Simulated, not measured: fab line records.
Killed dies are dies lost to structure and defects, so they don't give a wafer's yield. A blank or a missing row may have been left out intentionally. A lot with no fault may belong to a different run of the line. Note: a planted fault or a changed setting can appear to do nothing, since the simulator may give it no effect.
Matching of chambers :: flow gf180mcu :: GF_CONTACT_CMP_04 on cmp-01 has 4 sister chambers
The step polishes SiO2. 4 wafers are shown with their chamber, then 10 later ones without.

WAFERS, EACH WITH ITS CHAMBER
wafer: L124.2
chamber: 0
motor_current_A (A): 12.1

wafer: L124.4
chamber: 2
motor_current_A (A): 11.4

wafer: L125.4
chamber: 3
motor_current_A (A): 11.4

wafer: L125.5
chamber: 1
motor_current_A (A): 14.2

WAFERS WITHOUT THEIR CHAMBER
wafer: L125.6
motor_current_A (A): 11.8

wafer: L126.2
motor_current_A (A): 10.8

wafer: L126.3
motor_current_A (A): 11.4

wafer: L126.5
motor_current_A (A): 11.3

wafer: L128.1
motor_current_A (A): 12.0

wafer: L128.3
motor_current_A (A): 14.4

wafer: L128.4
motor_current_A (A): 11.0

wafer: L129.1
motor_current_A (A): 11.4

wafer: L129.2
motor_current_A (A): 14.1

wafer: L129.4
motor_current_A (A): 11.3

WHICH CHAMBER EACH ONE RAN IN
wafer: L125.6
from the rows above: can't be placed: 0 or 2 or 3
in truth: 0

wafer: L126.2
from the rows above: can't be placed: 2 or 3
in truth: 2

wafer: L126.3
from the rows above: can't be placed: 2 or 3
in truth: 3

wafer: L126.5
from the rows above: can't be placed: 2 or 3
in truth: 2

wafer: L128.1
from the rows above: can't be placed: 0 or 2 or 3
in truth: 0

wafer: L128.3
from the rows above: 1
in truth: 1

wafer: L128.4
from the rows above: can't be placed: 2 or 3
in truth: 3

wafer: L129.1
from the rows above: can't be placed: 2 or 3
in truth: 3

wafer: L129.2
from the rows above: 1
in truth: 1

wafer: L129.4
from the rows above: can't be placed: 2 or 3
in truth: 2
Correctly placed: 2 of 10. Not placeable from these rows: 8 (in 8, the candidates include the true chamber). Number placed wrongly: 0.
How it was worked out, from the rows above alone: a wafer's distance from a chamber is the root of the sum, over the readings, of the square of ((its reading less the chamber's mean) divided by the reading's scatter). If the next closest chamber is less than 2 further off than the closest, the wafer can't be placed; otherwise it belongs to the closest. A chamber's mean is the mean of its shown wafers. The scatter: with one shown wafer a chamber, the root of the mean of the squares of how far each hidden wafer lies from its nearest shown one.
